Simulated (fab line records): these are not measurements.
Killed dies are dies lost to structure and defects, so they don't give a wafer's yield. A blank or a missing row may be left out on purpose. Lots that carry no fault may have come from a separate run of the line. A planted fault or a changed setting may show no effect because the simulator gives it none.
2 desks, one fault | flow gf180mcu | numbers are kept per desk, each desk with only its own; the story behind them comes last

FROM THE METROLOGY DESK
Means of the sampled wafers that have a number, per lot and without regard to the tool the lot ran on: this is what the gauges read. If a lot's mean is further than 4 standard deviations from the usual mean, the lot is out of limits and carries the mark OUT (the distance appears in the brackets).
Columns: A = TOP_METAL_ALCU_THK at GF_TOP_METAL_THK_MEAS_06, usual 893 nm
lot  | first seen here | A
L828 | day 26 22:04    | 883
L829 | day 27 09:38    | 884
L830 | day 27 21:51    | 902
L831 | day 28 01:07    | 882
L832 | day 28 10:20    | 907
L835 | day 29 16:43    | 882
L838 | day 30 10:19    | 899
L839 | day 30 18:11    | 884
L840 | day 30 20:14    | 896
L841 | day 31 08:29    | 902
L846 | day 32 20:17    | 884
L847 | day 32 20:38    | 907
This desk's finding: nothing out of limits on any of the 12 lots.

TOOL OWNER'S DESK, pvdSputter-02
The tool's own readings at GF_MIM_SPUTTER_03 (material Ti, target thk 10 nm, time 6.7 s): means of the sampled wafers that have a number, for each lot that ran on this tool. If a lot's mean is further than 4 standard deviations from the usual mean, the lot is out of limits and carries the mark OUT (the distance appears in the brackets).
Columns: A = substrateTempC at GF_MIM_SPUTTER_03, usual 299.99 C; B = throttleValvePct at GF_MIM_SPUTTER_03, usual 30.2 %
lot  | first seen here | A      | B
L828 | day 24 03:32    | 299.98 | 29.8
L835 | day 27 01:37    | 300.00 | 29.8
L838 | day 27 20:54    | 299.97 | 29.2
L839 | day 28 05:37    | 299.96 | 29.8
L840 | day 28 08:23    | 299.99 | 29.8
L846 | day 30 12:16    | 300.01 | 29.3
L847 | day 30 13:37    | 299.91 | 29.8
This desk's finding: nothing out of limits on any of the 7 lots.

BROUGHT TOGETHER
Nothing out of limits was seen by the metrology desk.
The desk of the tool owner found nothing out of limits.

WHAT THE SIMULATOR HAD INSERTED
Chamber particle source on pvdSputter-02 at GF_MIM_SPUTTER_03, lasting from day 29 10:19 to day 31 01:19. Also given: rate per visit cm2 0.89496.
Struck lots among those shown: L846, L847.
